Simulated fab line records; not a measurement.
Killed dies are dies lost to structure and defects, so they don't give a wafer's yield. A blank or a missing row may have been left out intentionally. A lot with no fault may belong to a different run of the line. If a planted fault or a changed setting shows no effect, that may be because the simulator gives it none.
What tool caused it? | flow gf180mcu | route of 602 steps, sampled at 1 step: 14 lots, 42 wafers

WHAT EACH GAUGE READ, for each wafer
GF_MVSD_OVL_MEAS_07.
lot  | measured    | on         | MVSD_OVL (nm)
L666 | day 4 08:30 | overlay-02 | -0.1 -0.3 0.5
L667 | day 4 20:11 | overlay-02 | -0.6 0.9 -0.2
L668 | day 4 22:43 | overlay-01 | 2.9 2.2 1.8
L670 | day 5 11:11 | overlay-02 | 3.1 1.8 1.2
L672 | day 5 21:02 | overlay-01 | 0.6 1.4 1.2
L671 | day 5 21:27 | overlay-01 | -2.9 -1.5 -3.2
L673 | day 6 02:37 | overlay-02 | 1.5 -0.4 1.4
L674 | day 6 09:38 | overlay-02 | 2.3 4.5 3.1
L676 | day 6 20:41 | overlay-02 | -1.5 0.4 -0.2
L677 | day 7 02:54 | overlay-02 | 0.3 -0.3 -0.4
L684 | day 8 18:22 | overlay-02 | 1.2 1.9 -0.3
L685 | day 8 23:54 | overlay-02 | 2.0 0.5 1.9
L688 | day 9 17:51 | overlay-01 | 0.4 1.9 2.0
L689 | day 9 22:16 | overlay-02 | 1.9 1.8 -0.3

WHICH TOOL RAN EACH LOT (tool, then ch and the chambers of the sampled wafers, then the start)
The record holds no process step before these readings.

WHAT THE TOOLS THEMSELVES READ (means of the sampled wafers that have a number; where no wafer has one, the mark that the record gives instead)
The record holds no such reading with a usual standard deviation.

THE ANSWER, worked out from the rows above alone
Rule: what is usual is taken from the lots themselves. Put in order of their means at a reading, lots are off if they are a third of the lots or fewer, leave a main group of 4 or more, and stand apart from it by a gap of 3 or more times the standard deviation of the main group's means; of several such gaps the widest counts. If all means in a main group match to the digits the tables above print for the reading, that group is not used. A lot without any number at a reading at which 4 lots or more have one is off too. The other lots that the step has rows for count as sound. First the gauges in route order, then the tools' own readings, where a lot's mean is used as printed above. At the first step where some lot is off, the reading lying furthest off is the one used; lots without a number count as furthest.
Nothing can be told from this: no lot is off at any reading shown.

WHAT WAS PUT IN BY THE SIMULATOR
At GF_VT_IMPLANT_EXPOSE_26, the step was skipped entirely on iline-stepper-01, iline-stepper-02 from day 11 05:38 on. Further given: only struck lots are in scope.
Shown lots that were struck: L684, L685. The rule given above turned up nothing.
